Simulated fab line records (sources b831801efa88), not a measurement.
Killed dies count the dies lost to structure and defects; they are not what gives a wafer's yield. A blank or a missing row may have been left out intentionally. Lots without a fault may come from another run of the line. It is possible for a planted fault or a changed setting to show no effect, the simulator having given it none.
Which tool did it? -- flow gf180mcu -- route of 602 steps, sampled at 1 step: 6 lots, 18 wafers

WHAT THE GAUGES READ, wafer by wafer
GF_V3_THK_MEAS_03.
lot,measured,on,V3_CVD_02_THK (nm)
L219,day 22 18:47,filmMetro-02,849 860 857
L221,day 23 09:36,filmMetro-02,847 866 854
L227,day 25 18:32,filmMetro-04,838 839 857
L234,day 27 14:38,filmMetro-02,839 850 852
L236,day 28 05:05,filmMetro-04,838 848 856
L238,day 29 04:59,filmMetro-04,848 844 869

TOOL THAT RAN EACH LOT (tool first, then ch and the chambers of the sampled wafers, then the start)
Before these readings, the record contains no process step.

THE ANSWER, worked out from the rows above alone
Rule: what is usual is taken from the lots themselves. The widest of any qualifying gaps counts: lots, ordered by their means at a reading, are off when they make up no more than a third of the lots, leave a main group of 4 or more, and stand apart from it by 3 or more times the standard deviation of that group's means. A main group is skipped when, at the precision printed for the reading in the tables above, its means are all equal. Also off: a lot with no number at a reading for which 4 or more lots have one. Any other lot the step has rows for is counted as sound.
None of the lots is off at any reading shown; this tells nothing.

WHAT THE SIMULATOR HAD PUT IN
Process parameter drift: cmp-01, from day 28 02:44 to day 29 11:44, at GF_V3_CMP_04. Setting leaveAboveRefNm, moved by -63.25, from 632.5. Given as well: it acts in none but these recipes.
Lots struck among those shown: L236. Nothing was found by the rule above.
